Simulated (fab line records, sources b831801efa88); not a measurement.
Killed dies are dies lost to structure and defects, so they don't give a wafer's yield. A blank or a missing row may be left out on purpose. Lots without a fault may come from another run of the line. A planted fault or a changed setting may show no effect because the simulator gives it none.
One fault seen from 2 desks | flow gf180mcu | each desk has only its own numbers; what lay behind them comes last

THE TOOL OWNER'S DESK: implanter-03
The tool's own readings at GF_HV_LDD_IMPLANT_34: means of the sampled wafers that have a number, for each lot that ran on this tool. A lot is out of limits, marked OUT, if its mean lies more than 4 standard deviations from the usual mean; the brackets give that distance.
Columns: A = beam_energy_keV at GF_HV_LDD_IMPLANT_34, usual 60.003; B = dose_ions_cm2 at GF_HV_LDD_IMPLANT_34, usual 7.499e+12; C = faraday_current_uA at GF_HV_LDD_IMPLANT_34, usual 42.3
lot  | first seen here | A      | B                           | C
L223 | day 13 21:49    | 60.019 | 3.136e+12 (-99 or more) OUT | 17.6 (-30) OUT
L224 | day 14 03:46    | 59.968 | 3.142e+12 (-99 or more) OUT | 18.0 (-30) OUT
L225 | day 14 10:01    | 60.044 | 3.131e+12 (-99 or more) OUT | 17.5 (-30) OUT
This desk's finding: out of limits on L223, L224, L225; first on L223, day 13 21:49 (dose_ions_cm2 at GF_HV_LDD_IMPLANT_34). In limits: none.

THE METROLOGY DESK
What the gauges read, lot by lot, whatever tool the lot ran on: means of the sampled wafers that have a number. A lot is out of limits, marked OUT, if its mean lies more than 4 standard deviations from the usual mean; the brackets give that distance.
Columns: A = cd_nm at GF_HV_LDD_CD_MEAS_31, usual 398.8 nm; B = HV_LDD_3_TW at GF_HV_LDD_TW_MEAS_38, usual 1439; C = HV_LDD_RS at GF_HV_LDD_RS_MEAS_53, usual 418.3 ohm/sq; D = HV_LDD_CVD_56_THK at GF_HV_LDD_THK_MEAS_57, usual 90.2 nm
lot  | first seen here | A     | B               | C               | D
L216 | day 11 15:07    | 401.0 | 1447            | 419.1           | 89.3
L223 | day 13 21:30    | 400.3 | 1369 (-7.3) OUT | 431.4 (+14) OUT | 90.4
L224 | day 14 03:27    | 401.8 | 1360 (-8.2) OUT | 430.6 (+13) OUT | 90.2
L225 | day 14 09:43    | 398.8 | 1360 (-8.3) OUT | 430.4 (+13) OUT | 89.6
L229 | day 15 17:35    | 398.7 | 1443            | 418.2           | 92.2
L232 | day 16 15:37    | 395.7 | 1434            | 419.1           | 87.9
L233 | day 17 00:57    | 400.3 | 1435            | 418.5           | 89.4
L234 | day 17 23:53    | 401.6 | 1451            | 418.2           | 89.6
L235 | day 18 09:46    | 396.1 | 1432            | 419.1           | 89.7
L236 | day 18 13:20    | 398.9 | 1430            | 417.6           | 89.8
L237 | day 18 16:16    | 397.8 | 1429            | 417.9           | 90.5
L238 | day 18 21:53    | 400.2 | 1437            | 417.4           | 89.9
This desk's finding: out of limits on L223, L224, L225; first on L223, day 13 22:20 (HV_LDD_3_TW at GF_HV_LDD_TW_MEAS_38). In limits: L216, L229, L232, L233, L234, L235, L236, L237, L238.

PUT TOGETHER
The tool owner's desk could have raised an alarm at day 13 21:49, on L223, L224, L225.
The metrology desk could have raised an alarm at day 13 22:20, on L223, L224, L225.
Of the lots named, all ran GF_HV_LDD_IMPLANT_34 on implanter-03.

WHAT THE SIMULATOR HAD PUT IN
Process parameter drift: implanter-03, from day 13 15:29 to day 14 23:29, at GF_HV_LDD_IMPLANT_34. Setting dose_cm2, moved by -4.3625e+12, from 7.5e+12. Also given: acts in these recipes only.
Lots struck among those shown: L223, L224, L225.
Hours from the fault's start to each desk's first reading out of limits: the tool owner's desk, 6; the metrology desk, 7.
